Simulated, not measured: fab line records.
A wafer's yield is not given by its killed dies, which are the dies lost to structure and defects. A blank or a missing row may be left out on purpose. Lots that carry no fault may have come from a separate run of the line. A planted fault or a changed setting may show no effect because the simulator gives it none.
2 desks, one fault / flow sky130 / each desk holds nothing but its own numbers, with what lay behind them at the end

THE METROLOGY DESK
What the gauges read for every lot (on any tool): the sampled wafers with a number, averaged. Marked OUT: a lot whose mean sits more than 4 standard deviations from the usual mean, which makes it out of limits; the brackets give that distance. 7 of its 11 readings are shown, namely those furthest out on some lot.
Columns: A = cd-nm at SKY_METAL1_CD_MEAS_15, usual 139.7 nm; B = VIA1_HDPCVD_THK at SKY_VIA1_THK_MEAS_01, usual 1031 nm; C = VIA1_BOW at SKY_VIA1_BOW_MEAS_03, usual 78 um; D = VIA1_OVL at SKY_VIA1_OVL_MEAS_13, usual 0 nm; E = VIA1_W_RS at SKY_VIA1_RS_MEAS_22, usual 0.429 ohm/sq; F = VIA1_W_THK at SKY_VIA1_THK_MEAS_23, usual 265 nm; G = VIA2_W_THK at SKY_VIA2_THK_MEAS_23, usual 413 nm
lot=L504; first seen here=day 31 05:02; A=141.5; B=1027; C=72; D=7; E=0.432; F=266; G=404
lot=L513; first seen here=day 34 12:49; A=140.3; B=1040; C=83; D=-1; E=0.435; F=260; G=408
lot=L518; first seen here=day 36 01:22; A=138.1; B=1022; C=88; D=2; E=0.435; F=264; G=416
lot=L523; first seen here=day 38 13:32; A=141.9; B=1017; C=68; D=1; E=0.432; F=263; G=413
lot=L527; first seen here=day 39 04:58; A=140.2; B=1043; C=82; D=-3; E=0.432; F=262; G=421
This desk found nothing out of limits on any of the 5 lots.

FOR THE TOOL OWNER'S DESK: rie-metal-04
The tool's own readings at SKY_METAL1_ETCH_18 (etches BARC in N2/H2, stops on SiO2, time 45.9 s, target depth 60 nm): means of the sampled wafers that have a number, for each lot that ran on this tool. Marked OUT: a lot whose mean sits more than 4 standard deviations from the usual mean, which makes it out of limits; the brackets give that distance.
Columns: A = chamber-pressure-mTorr at SKY_METAL1_ETCH_18, usual 30.002 mTorr; B = drypump-motor-current-A at SKY_METAL1_ETCH_18, usual 5.9 A; C = h2-flow-sccm at SKY_METAL1_ETCH_18, usual 200.0 sccm; D = oes-product-au at SKY_METAL1_ETCH_18, usual 0.853 a.u.; E = throttle-valve-pct at SKY_METAL1_ETCH_18, usual 13.225 %
lot=L513; first seen here=day 35 15:49; A=30.034; B=6.2; C=200.1; D=0.852; E=13.224
lot=L518; first seen here=day 37 02:58; A=29.993; B=6.2; C=199.8; D=0.857; E=13.222
This desk found nothing out of limits on any of the 2 lots.

TAKEN TOGETHER
Metrology desk: nothing out of limits seen.
The desk of the tool owner found nothing out of limits.

WHAT WAS PUT IN BY THE SIMULATOR
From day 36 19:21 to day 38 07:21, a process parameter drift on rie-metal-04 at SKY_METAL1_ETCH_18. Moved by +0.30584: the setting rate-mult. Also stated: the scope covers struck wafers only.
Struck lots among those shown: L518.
